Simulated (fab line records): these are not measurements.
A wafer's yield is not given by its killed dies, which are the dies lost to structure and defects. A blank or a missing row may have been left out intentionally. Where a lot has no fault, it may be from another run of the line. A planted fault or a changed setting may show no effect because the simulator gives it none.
One fault seen from 2 desks :: flow sky130 :: only its own numbers are on each desk; what lay behind them is given at the end

THE TOOL OWNER'S DESK: rie-diel-04
The tool's own readings at SKY_VIA2_ETCH_14 (etches BARC in N2/H2, stops on SiO2, time 45.9 s, target depth 60 nm): means of the sampled wafers that have a number, for each lot that ran on this tool. Marked OUT: a lot whose mean sits more than 4 standard deviations from the usual mean, which makes it out of limits; the brackets give that distance.
Columns: A = drypump-motor-current-A at SKY_VIA2_ETCH_14, usual 5.9 A; B = oes-product-au at SKY_VIA2_ETCH_14, usual 0.855 a.u.; C = rf-fwd-power-W at SKY_VIA2_ETCH_14, usual 494.6 W; D = throttle-valve-pct at SKY_VIA2_ETCH_14, usual 13.224 %
lot: L751
first seen here: day 36 21:43
A: 5.5
B: 0.849
C: 495.1
D: 13.230

lot: L760
first seen here: day 39 13:59
A: 5.5
B: 0.857
C: 494.4
D: 13.222
Result from this desk: across the 2 lots, nothing is out of limits.

METROLOGY DESK
Lot by lot, what the gauges showed, no matter which tool ran the lot: averages of those sampled wafers that carry a number. Marked OUT: a lot whose mean sits more than 4 standard deviations from the usual mean, which makes it out of limits; the brackets give that distance.
Columns: A = VIA2_BOW at SKY_VIA2_BOW_MEAS_03, usual 88 um; B = cd-nm at SKY_VIA2_CD_MEAS_12, usual 200.2 nm; C = VIA2_OVL at SKY_VIA2_OVL_MEAS_13, usual 1 nm
lot: L751
first seen here: day 35 20:17
A: 90
B: 198.3
C: 3

lot: L752
first seen here: day 35 22:49
A: 94
B: 199.3
C: -1

lot: L760
first seen here: day 38 13:25
A: 88
B: 200.9
C: -4

lot: L768
first seen here: day 40 01:16
A: 91
B: 200.3
C: 1

lot: L772
first seen here: day 41 13:01
A: 86
B: 199.3
C: 6
Result from this desk: across the 5 lots, nothing is out of limits.

BROUGHT TOGETHER
Nothing out of limits was seen by the tool owner's desk.
Metrology desk: nothing out of limits seen.

WHAT THE SIMULATOR HAD INSERTED
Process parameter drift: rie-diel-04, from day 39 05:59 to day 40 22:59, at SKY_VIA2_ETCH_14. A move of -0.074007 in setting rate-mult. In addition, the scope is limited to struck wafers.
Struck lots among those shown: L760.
